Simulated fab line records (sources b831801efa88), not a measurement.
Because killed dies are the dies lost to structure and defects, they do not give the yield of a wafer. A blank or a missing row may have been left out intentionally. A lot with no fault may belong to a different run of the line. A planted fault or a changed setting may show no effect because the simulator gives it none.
fab line records	flow sky130
record: lots: 14	wafers: 42	lastDay: 50
route steps=708 shown POLY_GATE@228 LDD_HVP@287 LDD_LDN@301 SD_P@328
lots that met no fault: from a run of the same line without faults
startH: hours from the record's first day to the start of the lot's first wafer shown	waitH: hours from the lot's prior step to this one	" unchanged from the row above	L1.1+2: a row that stands for several wafers	- no value, or no start given	* or withheld: withheld	< > ~ a bound
route shown NAME@n: a module of which the file shows steps, and the number in the route of the first	usual: mean/standard deviation taken from wafers without a fault	same: alike in all rows	chamber/n: place in a boat	sites: readings site by site	_std_site: how widely they spread, as a standard deviation	_edge_site: the outer-site mean with the inner-site mean subtracted	radiusMm: how far each site lies from the wafer's centre	mask NAME#n: copy n	behind: the most recent tool/chamber to have shaped the wafer	hold: the reason the lot was held/the length of the hold in hours/how it ended	device: whichever transistor did not switch (one of n, p or np)	end of line: tests run on the same wafers once the route is complete	where a step has no rows: the recipe by itself	killed: the dies lost at the first sort to structure and to defects; this is not the yield of the wafer	map: shows each die of a wafer: x if killed, . if not, _ if none is there
set.NAME: the setting that was run; set.NAME@STEP: the one run at that earlier step	model.NAME: the simulator's own value behind a step, which no gauge read
the route's steps for a sample of lots (tables are steps, rows are wafers)
services: a tool's chamber out of use, with start hour (startH, from the record's first day; less than 0 if before it), hours out, and reason
== steps ==
step: SKY_POLY_GATE_OVL_MEAS_14
usual: POLY_GATE_OVL: 0/5.6
lot.wafer	tool	chamber	startH	waitH	POLY_GATE_OVL[nm]
L882.3	overlay-01	-	369.22	0.1	10
L882.5	"	-	"	"	5
L882.6	"	-	"	"	-7
L883.1	overlay-01	-	388.86	0.1	2
L883.3	"	-	"	"	1
L883.4	"	-	"	"	-1
L885.2	overlay-02	-	411.21	0.1	3
L885.3	"	-	"	"	1
L885.4	"	-	"	"	0
L887.3	overlay-01	-	431.75	0.1	4
L887.4	"	-	"	"	2
L887.6	"	-	"	"	7
L886.4	overlay-02	-	431.83	0.1	4
L886.5	"	-	"	"	3
L886.6	"	-	"	"	3
L892.3	overlay-02	-	481.95	0.1	0
L892.4	"	-	"	"	0
L892.6	"	-	"	"	3
L893.2	overlay-02	-	482.97	0.1	3
L893.5	"	-	"	"	-4
L893.6	"	-	"	"	2
L894.1	overlay-02	-	500.09	0.1	1
L894.2	"	-	"	"	-2
L894.4	"	-	"	"	-7
L897.1	overlay-02	-	520.71	0.1	-10
L897.4	"	-	"	"	-13
L897.6	"	-	"	"	-9
L898.4	overlay-02	-	524.05	0.1	5
L898.5	"	-	"	"	7
L898.6	"	-	"	"	3
L900.3	overlay-01	-	543.02	0.1	-8
L900.5	"	-	"	"	-6
L900.6	"	-	"	"	-14
L901.2	overlay-01	-	551.66	0.1	-5
L901.3	"	-	"	"	6
L901.4	"	-	"	"	-11
L902.1	overlay-02	-	552.79	0.1	0
L902.2	"	-	"	"	-6
L902.5	"	-	"	"	3
L904.3	overlay-01	-	572.57	0.1	-3
L904.4	"	-	"	"	-1
L904.5	"	-	"	"	-3
step: SKY_POLY_GATE_THK_MEAS_21
recipe: reads: SiO2_of_POLY_GATE_OXIDATION_20
usual: POLY_GATE_OXIDATION_THK: 4.00/0.089
lot.wafer	tool	chamber	startH	waitH	POLY_GATE_OXIDATION_THK[nm]
L882.3	filmMetro-01	-	370.90	0.0	3.89
L882.5	"	-	"	"	3.92
L882.6	"	-	"	"	3.92
L883.1	filmMetro-02	-	390.97	0.0	3.95
L883.3	"	-	"	"	3.94
L883.4	"	-	"	"	3.97
L885.2	filmMetro-01	-	415.15	0.0	4.05
L885.3	"	-	"	"	4.04
L885.4	"	-	"	"	4.04
L887.3	filmMetro-01	-	440.99	0.0	4.03
L887.4	"	-	"	"	4.04
L887.6	"	-	"	"	4.07
L886.4	filmMetro-04	-	441.04	0.1	3.98
L886.5	"	-	"	"	4.03
L886.6	"	-	"	"	3.96
L892.3	filmMetro-01	-	483.63	0.0	3.91
L892.4	"	-	"	"	3.91
L892.6	"	-	"	"	3.93
L893.2	filmMetro-01	-	484.64	0.0	3.96
L893.5	"	-	"	"	3.96
L893.6	"	-	"	"	4.07
L894.1	filmMetro-01	-	501.76	0.0	3.99
L894.2	"	-	"	"	4.05
L894.4	"	-	"	"	3.94
L897.1	filmMetro-02	-	522.38	0.0	3.94
L897.4	"	-	"	"	3.93
L897.6	"	-	"	"	3.97
L898.4	filmMetro-01	-	525.74	0.0	4.12
L898.5	"	-	"	"	4.13
L898.6	"	-	"	"	4.23
L900.3	filmMetro-04	-	544.70	0.0	4.20
L900.5	"	-	"	"	4.14
L900.6	"	-	"	"	4.17
L901.2	filmMetro-04	-	553.34	0.0	4.05
L901.3	"	-	"	"	4.01
L901.4	"	-	"	"	4.03
L902.1	filmMetro-04	-	554.46	0.0	3.94
L902.2	"	-	"	"	3.93
L902.5	"	-	"	"	3.95
L904.3	filmMetro-01	-	576.01	0.0	3.97
L904.4	"	-	"	"	4.00
L904.5	"	-	"	"	4.04
step: SKY_LDD_HVP_STRIP_09
recipe: chemistry: O2/N2	powerW: 1400	pressureMtorr: 1500	platenTempC: withheld	o2FlowSccm: 3000	n2FlowSccm: 300	overashFraction: 0.5
usual: chamberPressureMTorr: 1500.0/1.4	drypumpMotorCurrentA: 5.8/0.58	oesProductAu: 0.408/0.005	stripTimeToEndpointS: 4.131/0.015
lot.wafer	tool	chamber	startH	waitH	chamberPressureMTorr	drypumpMotorCurrentA	oesProductAu	rfHoursCounterH	stripTimeToEndpointS
L882.3	plasmaAsher-02	1	492.41	0.1	1501.5	6.7	0.404	-	4.149
L882.5	"	1	"	"	1500.1	6.6	0.400	-	4.125
L882.6	"	0	"	"	1499.0	5.3	0.410	-	4.136
L883.1	plasmaAsher-03	0	514.42	0.1	1499.9	5.0	0.402	38	4.139
L883.3	"	1	"	"	1499.1	6.0	0.401	-	4.153
L883.4	"	0	"	"	1503.3	5.0	0.405	-	4.134
L885.2	plasmaAsher-03	0	537.60	0.1	1502.1	5.0	0.407	40	4.134
L885.3	"	0	"	"	1502.4	5.0	0.406	-	4.124
L885.4	"	1	"	"	1500.4	6.0	0.411	-	4.141
L887.3	plasmaAsher-03	1	562.71	0.1	-	-	-	-	-
L887.4	"	0	"	"	-	-	-	-	-
L887.6	"	1	"	"	-	-	-	-	-
L886.4	plasmaAsher-03	1	565.49	0.1	-	-	-	-	-
L886.5	"	1	"	"	-	-	-	-	-
L886.6	"	0	"	"	-	-	-	-	-
L892.3	plasmaAsher-03	1	604.01	0.1	1501.0	6.0	0.406	-	4.108
L892.4	"	0	"	"	1500.7	5.0	0.405	-	4.129
L892.6	"	0	"	"	1499.2	5.0	0.411	-	4.119
L893.2	plasmaAsher-03	0	605.27	0.1	1499.6	5.0	0.403	46	4.103
L893.5	"	0	"	"	1499.6	5.0	0.403	-	4.114
L893.6	"	1	"	"	1498.2	6.0	0.406	-	4.126
L894.1	plasmaAsher-04	0	621.22	0.1	1498.9	5.3	0.410	94	4.133
L894.2	"	1	"	"	1499.6	6.2	0.410	94	4.140
L894.4	"	1	"	"	1500.4	6.2	0.401	-	4.122
L897.1	plasmaAsher-02	0	642.08	0.1	1501.3	5.3	0.409	84	4.126
L897.4	"	1	"	"	1499.6	6.6	0.412	-	4.129
L897.6	"	1	"	"	1498.7	6.6	0.405	-	4.103
L898.4	plasmaAsher-04	1	645.64	0.1	1498.5	6.2	0.397	-	4.126
L898.5	"	1	"	"	1498.7	6.3	0.408	-	4.116
L898.6	"	0	"	"	1501.4	5.3	0.411	-	4.134
L900.3	plasmaAsher-02	0	662.21	0.1	1500.6	5.3	0.410	-	4.131
L900.5	"	0	"	"	1500.2	5.3	0.411	-	4.140
L900.6	"	1	"	"	1499.6	6.6	0.400	-	4.132
L901.2	plasmaAsher-04	0	671.10	0.1	1500.8	5.3	0.412	99	4.138
L901.3	"	0	"	"	1500.6	5.3	0.421	-	4.146
L901.4	"	1	"	"	1500.2	6.2	0.412	-	4.133
L902.1	plasmaAsher-03	1	671.22	0.1	1501.7	5.9	0.409	53	4.107
L902.2	"	0	"	"	1499.3	5.0	0.409	53	4.139
L902.5	"	1	"	"	1498.2	6.0	0.405	-	4.097
L904.3	plasmaAsher-02	0	690.81	0.1	1501.7	5.3	0.408	-	4.101
L904.4	"	1	"	"	1500.0	6.6	0.404	-	4.121
L904.5	"	1	"	"	1501.0	6.5	0.406	-	4.116
step: SKY_LDD_LDN_STRIP_12
recipe: chemistry: O2/N2	powerW: 1400	pressureMtorr: 1500	platenTempC: withheld	o2FlowSccm: 3000	n2FlowSccm: 300	overashFraction: 0.5
usual: chamberPressureMTorr: 1500.0/1.2	drypumpMotorCurrentA: 5.7/0.59	oesProductAu: 0.715/0.0041	stripTimeToEndpointS: 14.17/0.046
lot.wafer	tool	chamber	startH	waitH	chamberPressureMTorr	drypumpMotorCurrentA	oesProductAu	rfHoursCounterH	stripTimeToEndpointS
L882.3	plasmaAsher-03	1	523.26	0.1	1499.2	6.0	0.712	-	14.10
L882.5	"	1	"	"	1499.6	6.0	0.717	-	14.13
L882.6	"	0	"	"	1499.3	5.0	0.714	-	14.12
L883.1	plasmaAsher-02	0	545.33	0.1	1498.4	5.3	0.718	75	14.12
L883.3	"	1	"	"	1499.9	6.6	0.706	-	14.15
L883.4	"	0	"	"	1497.9	5.3	0.721	-	14.21
L885.2	plasmaAsher-03	1	568.30	0.1	1499.0	6.0	0.715	43	14.21
L885.3	"	0	"	"	1499.7	5.0	0.719	-	14.20
L885.4	"	1	"	"	1500.4	6.0	0.718	-	14.18
L887.3	plasmaAsher-03	0	592.81	0.1	1500.0	5.0	0.708	-	18.69
L887.4	"	1	"	"	1500.2	6.0	0.707	-	18.78
L887.6	"	0	"	"	1499.9	5.0	0.719	-	18.78
L886.4	plasmaAsher-03	0	595.81	0.1	1500.3	5.0	0.710	-	18.72
L886.5	"	1	"	"	1499.0	6.0	0.721	-	18.72
L886.6	"	0	"	"	1500.0	5.0	0.722	-	18.66
L892.3	plasmaAsher-02	1	634.06	0.1	1500.1	6.6	0.720	-	14.17
L892.4	"	0	"	"	1498.7	5.3	0.722	-	14.15
L892.6	"	1	"	"	1499.8	6.6	0.713	-	14.22
L893.2	plasmaAsher-03	0	635.15	0.1	1500.0	5.0	0.715	49	14.17
L893.5	"	1	"	"	1499.1	6.0	0.718	-	14.17
L893.6	"	0	"	"	1500.5	5.0	0.712	-	14.22
L894.1	plasmaAsher-03	0	650.60	0.1	1498.7	5.0	0.718	51	14.21
L894.2	"	1	"	"	1502.7	6.0	0.713	51	14.23
L894.4	"	0	"	"	1498.8	5.0	0.719	-	14.23
L897.1	plasmaAsher-02	1	669.68	0.1	1499.9	6.6	0.710	87	14.11
L897.4	"	0	"	"	1499.8	5.3	0.716	-	14.18
L897.6	"	1	"	"	1501.8	6.6	0.711	-	14.12
L898.4	plasmaAsher-03	0	673.14	0.1	1499.0	5.0	0.713	-	14.14
L898.5	"	0	"	"	1501.1	5.0	0.714	-	14.12
L898.6	"	1	"	"	1498.4	6.0	0.710	-	14.13
L900.3	plasmaAsher-03	0	689.11	0.1	1502.0	5.0	0.712	-	14.28
L900.5	"	0	"	"	1499.7	5.0	0.715	-	14.29
L900.6	"	1	"	"	1502.2	6.0	0.717	-	14.26
L901.2	plasmaAsher-01	0	697.53	0.1	1498.5	5.6	0.715	27	14.18
L901.3	"	0	"	"	1498.5	5.6	0.712	-	14.18
L901.4	"	1	"	"	1498.3	6.4	0.709	-	14.18
L902.1	plasmaAsher-03	1	697.75	0.1	1501.1	6.0	0.716	55	14.18
L902.2	"	0	"	"	1500.8	5.0	0.718	55	14.22
L902.5	"	1	"	"	1499.0	6.0	0.714	-	14.19
L904.3	plasmaAsher-02	0	716.36	0.1	1497.9	5.3	0.715	-	14.21
L904.4	"	1	"	"	1498.9	6.6	0.720	-	14.18
L904.5	"	1	"	"	1501.3	6.6	0.717	-	14.14
step: SKY_LDD_LDN_TW_MEAS_13
usual: LDD_LDN_TW: 1482/15
lot.wafer	tool	chamber	startH	waitH	LDD_LDN_TW
L882.3	filmMetro-02	-	523.35	0.1	1454
L882.5	"	-	"	"	1462
L882.6	"	-	"	"	1465
L883.1	filmMetro-03	-	545.43	0.1	1486
L883.3	"	-	"	"	1485
L883.4	"	-	"	"	1481
L885.2	filmMetro-03	-	568.41	0.1	1497
L885.3	"	-	"	"	1495
L885.4	"	-	"	"	1496
L887.3	filmMetro-03	-	592.90	0.1	30
L887.4	"	-	"	"	30
L887.6	"	-	"	"	30
L886.4	filmMetro-03	-	595.91	0.1	30
L886.5	"	-	"	"	30
L886.6	"	-	"	"	30
L892.3	filmMetro-02	-	634.15	0.1	1460
L892.4	"	-	"	"	1457
L892.6	"	-	"	"	1455
L893.2	filmMetro-02	-	635.26	0.1	1448
L893.5	"	-	"	"	1457
L893.6	"	-	"	"	1452
L894.1	filmMetro-03	-	650.70	0.1	1498
L894.2	"	-	"	"	1496
L894.4	"	-	"	"	1490
L897.1	filmMetro-04	-	669.78	0.1	1495
L897.4	"	-	"	"	1501
L897.6	"	-	"	"	1496
L898.4	filmMetro-03	-	673.23	0.1	1494
L898.5	"	-	"	"	1488
L898.6	"	-	"	"	1488
L900.3	filmMetro-04	-	689.20	0.1	1480
L900.5	"	-	"	"	1493
L900.6	"	-	"	"	1489
L901.2	filmMetro-02	-	697.64	0.1	1456
L901.3	"	-	"	"	1460
L901.4	"	-	"	"	1460
L902.1	filmMetro-04	-	697.85	0.1	1482
L902.2	"	-	"	"	1486
L902.5	"	-	"	"	1492
L904.3	filmMetro-04	-	716.45	0.1	1484
L904.4	"	-	"	"	1482
L904.5	"	-	"	"	1490
step: SKY_SD_P_OVL_MEAS_08
usual: SD_P_OVL: -0.4/1.4
lot.wafer	tool	chamber	startH	waitH	SD_P_OVL[nm]
L882.3	overlay-01	-	585.23	0.1	-0.9
L882.5	"	-	"	"	-1.0
L882.6	"	-	"	"	-0.6
L883.1	overlay-02	-	606.26	0.1	-1.7
L883.3	"	-	"	"	-1.8
L883.4	"	-	"	"	-1.5
L885.2	overlay-01	-	628.52	0.1	-2.3
L885.3	"	-	"	"	-2.5
L885.4	"	-	"	"	-3.4
L887.3	overlay-02	-	653.37	0.1	-2.1
L887.4	"	-	"	"	-1.8
L887.6	"	-	"	"	-0.8
L886.4	overlay-01	-	655.38	0.1	0.3
L886.5	"	-	"	"	-0.6
L886.6	"	-	"	"	-0.8
L892.3	overlay-02	-	689.37	0.1	-1.3
L892.4	"	-	"	"	-0.8
L892.6	"	-	"	"	-2.8
L893.2	overlay-01	-	691.07	0.1	-0.9
L893.5	"	-	"	"	0.5
L893.6	"	-	"	"	1.0
L894.1	overlay-02	-	704.73	0.1	-0.4
L894.2	"	-	"	"	0.4
L894.4	"	-	"	"	0.8
L897.1	overlay-02	-	722.81	0.1	-0.3
L897.4	"	-	"	"	-0.2
L897.6	"	-	"	"	-1.4
L898.4	overlay-02	-	725.55	0.1	-1.7
L898.5	"	-	"	"	-1.7
L898.6	"	-	"	"	-0.9
L900.3	overlay-01	-	742.25	0.1	-0.6
L900.5	"	-	"	"	-1.2
L900.6	"	-	"	"	0.0
L901.2	overlay-02	-	752.14	0.1	-0.1
L901.3	"	-	"	"	-0.7
L901.4	"	-	"	"	-1.5
L902.1	overlay-01	-	752.44	0.1	2.5
L902.2	"	-	"	"	1.8
L902.5	"	-	"	"	2.2
L904.3	overlay-01	-	771.15	0.1	-1.3
L904.4	"	-	"	"	-1.5
L904.5	"	-	"	"	-1.6
== services ==
tool	chamber	startH	hours	kind
plasmaAsher-01	-	496.61	2.7	repair
plasmaAsher-02	-	506.65	0.4	repair
plasmaAsher-03	-	521.55	1.5	repair
plasmaAsher-03	-	556.93	2.8	pm
plasmaAsher-02	-	610.81	5.7	repair
plasmaAsher-01	-	639.51	1.0	repair
plasmaAsher-04	-	646.20	2.3	repair
plasmaAsher-02	-	658.28	0.7	repair
plasmaAsher-03	-	689.29	3.5	repair
== key ==
firstSign: step: SKY_LDD_HVP_STRIP_09	reading: toolRecord	direction: missing
effect: step: SKY_LDD_LDN_STRIP_12	reading: stripTimeToEndpointS	direction: up	sigmas: 99+	usual: *	struck: *
effect: step: SKY_LDD_LDN_TW_MEAS_13	reading: LDD_LDN_TW	direction: down	sigmas: 99+	usual: 1482	struck: 30
metAt SKY_LDD_HVP_STRIP_09
struckLots L886,L887
sortLeftOut L886.4,L886.5,L886.6,L887.3,L887.4,L887.6
testerLeftOut L886,L887
notActingAt SKY_POLY_GATE_OVL_MEAS_14,SKY_POLY_GATE_THK_MEAS_21,SKY_SD_P_OVL_MEAS_08
onsetBetween 537.60 562.71
fault: kind: skippedStepWhole	tool: plasmaAsher-03	chamber: -	onsetH: 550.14	steps: SKY_LDD_HVP_STRIP_09	scope: struckLotsOnly
testerLeftOut: of these lots the tester's yield and bins aren't shown, on N5 and GAA mostly nor the transistor test; their killed dies are dies lost to structure and defects alone, not to doping, threshold or leakage, so they don't give the yield
sortLeftOut: the simulated sort isn't trusted on such a fault, so these wafers' sort isn't shown, and their yield isn't known
